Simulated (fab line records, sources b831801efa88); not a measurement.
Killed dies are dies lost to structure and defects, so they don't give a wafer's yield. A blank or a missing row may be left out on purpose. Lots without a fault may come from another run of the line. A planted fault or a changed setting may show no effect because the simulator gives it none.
Problem report in the 8D (eight disciplines) form, filled by code | flow sky130 | the parts of the form that need people (team, actions taken, sign-off) are left out

1. THE PROBLEM
cathode_dc_power_W at SKY_METAL4_SPUTTER_03 reads a mean of 3421.4 W on 2 wafers of 2 lots; wafers without a fault read 3000.1 W with a standard deviation of 0.5. That is +99 or more standard deviations from the usual mean.
The step: material Ti, target thk 5 nm, time 3.3 s.
First seen on wafer L990.3, day 42 15:32, on pvd_sputter-04. The record holds 18 wafers of 6 lots with a number at this step. Rule for "out", or "out of limits": more than 4 standard deviations from the usual mean. The other wafers with a number count as sound.

2. WHAT IT IS AND WHAT IT IS NOT
question                    | is                 | is not
which readings at this step | cathode_dc_power_W | throttle_valve_pct
which lots                  | L990, L992         | L100, L982, L986, L999
which wafers of those lots  | L990.3, L992.2     | L990.4, L990.6, L992.1, L992.4
read on which tools         | pvd_sputter-04     | pvd_sputter-01, pvd_sputter-03
when                        | from day 42 15:32  | up to then (8 sound wafers); but 8 sound wafers of L100, L992, L999 came after

3. SUSPECTS, AND WHAT RULES EACH OUT
Counting: a tool at a process step up to the reading stays a suspect if it ran every lot that is out. Sound lots after the first of them don't rule it out here, since some wafers of a struck lot are sound.
- plasma_asher-02 at SKY_VIA3_STRIP_16 (strips in O2/N2): kept. It ran every lot that is out, first L990 (day 42 14:14).
- cmp-02 at SKY_VIA3_CMP_24 (polishes, stops on SiO2, t overpolish 20 s, target thk 0 nm): kept. It ran every lot that is out, first L990 (day 42 15:09).
- pvd_sputter-04 at SKY_METAL4_SPUTTER_01 (material TiN, target thk 20 nm, time 16.7 s): kept. It ran every lot that is out, first L990 (day 42 15:28); its last sound lot up to then is L986 (day 41 20:10).
- pvd_sputter-04 at SKY_METAL4_SPUTTER_03 (material Ti, target thk 5 nm, time 3.3 s): kept. It ran every lot that is out, first L990 (day 42 15:32); its last sound lot up to then is L986 (day 41 20:14). Its own readings are out on those wafers: cathode_dc_power_W.
- Within cmp-02 at SKY_VIA3_CMP_24: the wafers that are out ran in chamber 1; their sound lot-mates ran in chambers 0, 2, 3.
Left after counting: plasma_asher-02 at SKY_VIA3_STRIP_16, cmp-02 at SKY_VIA3_CMP_24, pvd_sputter-04 at SKY_METAL4_SPUTTER_01, pvd_sputter-04 at SKY_METAL4_SPUTTER_03.

4. THE CAUSE (what the simulator had put in)
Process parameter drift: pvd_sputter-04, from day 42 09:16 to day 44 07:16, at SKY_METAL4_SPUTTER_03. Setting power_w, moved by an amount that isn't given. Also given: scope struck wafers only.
Counting left 4 suspects, and this tool is among them.

5. THE CHAIN OF EFFECTS, in route order
Each row: a reading whose mean over the struck wafers that have a number lies more than 3 standard deviations from the usual. Only readings for which the record gives a usual standard deviation are gone through. hours: the time from each lot's start at the first step in this table that gives one to its start at this step, as a median over the lots. sigmas: the change in usual standard deviations.
hours | step                  | reading            | usual    | on struck wafers | change | sigmas
0     | SKY_METAL4_SPUTTER_03 | cathode_dc_power_W | 3000.1 W | 3421.4           | +421.3 | +99 or more
The process steps in it:
- SKY_METAL4_SPUTTER_03: material Ti, target thk 5 nm, time 3.3 s.

6. WHAT WOULD HAVE CAUGHT IT SOONER
In this record the first reading out of limits was taken at day 42 15:32, 6 hours after the fault began at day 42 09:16.
